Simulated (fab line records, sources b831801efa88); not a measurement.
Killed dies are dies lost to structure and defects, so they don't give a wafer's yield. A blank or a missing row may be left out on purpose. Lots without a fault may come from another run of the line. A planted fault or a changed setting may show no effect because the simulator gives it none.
Which tool did it? | flow sky130 | 11 lots, 33 wafers sampled, at 5 steps of a route of 708

WHAT THE GAUGES READ, wafer by wafer
SKY_SPACER_THK_MEAS_01.
lot  | measured     | on            | SPACER_CVD_00_THK (nm)
L712 | day 23 17:20 | film_metro-02 | 43.6 43.5 43.3
L714 | day 23 17:24 | film_metro-01 | 43.0 42.9 43.0
L716 | day 24 13:07 | film_metro-04 | 43.0 43.4 43.5
L717 | day 24 21:34 | film_metro-01 | 43.7 43.6 43.2
L718 | day 25 02:05 | film_metro-02 | 43.3 43.2 43.1
L724 | day 27 05:12 | film_metro-02 | 43.2 43.3 43.6
L725 | day 27 22:52 | film_metro-01 | 42.2 41.9 41.8
L727 | day 28 06:05 | film_metro-01 | 43.0 42.9 42.9
L731 | day 29 23:46 | film_metro-04 | 42.3 42.3 42.5
L732 | day 30 07:43 | film_metro-02 | 42.4 42.6 42.6
L735 | day 31 19:12 | film_metro-02 | 43.4 43.1 42.9

WHICH TOOL RAN EACH LOT (tool, then ch and the chambers of the sampled wafers, then the start)
lot  | SKY_FIELD_ISO_CMP_27         | SKY_NWELL_SOFTBAKE_06            | SKY_NWELL_STRIP_14                   | SKY_LDD_HVN_STRIP_09
L712 | cmp-01 ch 0,2,3, day 2 15:17 | litho_track-03 ch 0, day 4 10:11 | plasma_asher-04 ch 0,1, day 4 19:04  | plasma_asher-01 ch 0, day 20 13:55
L714 | cmp-01 ch 1,3, day 2 22:19   | litho_track-03 ch 0, day 4 17:49 | plasma_asher-04 ch 0,1, day 5 01:40  | plasma_asher-01 ch 1, day 21 00:11
L716 | cmp-01 ch 0,1, day 3 07:59   | litho_track-03 ch 0, day 5 04:48 | plasma_asher-03 ch 0,1, day 5 14:13  | plasma_asher-03 ch 0,1, day 21 23:09
L717 | cmp-02 ch 0,3, day 3 12:14   | litho_track-04 ch 0, day 5 08:17 | plasma_asher-03 ch 0,1, day 5 17:36  | plasma_asher-01 ch 0,1, day 22 08:36
L718 | cmp-01 ch 0,1,3, day 3 16:23 | litho_track-03 ch 0, day 5 13:41 | plasma_asher-03 ch 0,1, day 5 23:01  | plasma_asher-01 ch 0,1, day 22 12:58
L724 | cmp-02 ch 0,2,3, day 5 00:13 | litho_track-03 ch 0, day 7 01:39 | plasma_asher-04 ch 0,1, day 7 11:19  | plasma_asher-01 ch 0,1, day 24 17:21
L725 | cmp-02 ch 0,2,3, day 5 05:39 | litho_track-04 ch 0, day 7 06:46 | plasma_asher-04 ch 0,1, day 7 17:49  | plasma_asher-04 ch 0, day 25 05:43
L727 | cmp-01 ch 2,3, day 5 15:31   | litho_track-03 ch 0, day 7 19:02 | plasma_asher-03 ch 0,1, day 8 05:07  | plasma_asher-01 ch 0,1, day 25 19:29
L731 | cmp-02 ch 1,2,3, day 6 14:41 | litho_track-04 ch 0, day 8 20:58 | plasma_asher-01 ch 0,1, day 9 08:18  | plasma_asher-03 ch 0,1, day 27 13:13
L732 | cmp-01 ch 1,2, day 6 20:16   | litho_track-04 ch 0, day 9 03:01 | plasma_asher-01 ch 0,1, day 9 14:57  | plasma_asher-03 ch 0,1, day 27 17:15
L735 | cmp-02 ch 0,1,3, day 7 09:49 | litho_track-01 ch 0, day 9 16:24 | plasma_asher-01 ch 0,1, day 11 03:40 | plasma_asher-01 ch 0,1, day 29 09:55
- SKY_FIELD_ISO_CMP_27: polishes, stops on Si3N4, t overpolish 16 s, target thk 457.8 nm.
- SKY_NWELL_SOFTBAKE_06
- SKY_NWELL_STRIP_14: strips in O2/N2.
- SKY_LDD_HVN_STRIP_09: strips in O2/N2.

THE ANSWER, worked out from the rows above alone
Rule: what is usual is taken from the lots themselves. Put in order of their means at a reading, lots are off if they are a third of the lots or fewer, leave a main group of 4 or more, and stand apart from it by a gap of 3 or more times the standard deviation of the main group's means; of several such gaps the widest counts. A main group whose means are all the same, to the digits that the tables above print for the reading, isn't used. A lot without any number at a reading at which 4 lots or more have one is off too. The other lots that the step has rows for count as sound.
No lot is off at any reading shown: from this, nothing can be told.

WHAT THE SIMULATOR HAD PUT IN
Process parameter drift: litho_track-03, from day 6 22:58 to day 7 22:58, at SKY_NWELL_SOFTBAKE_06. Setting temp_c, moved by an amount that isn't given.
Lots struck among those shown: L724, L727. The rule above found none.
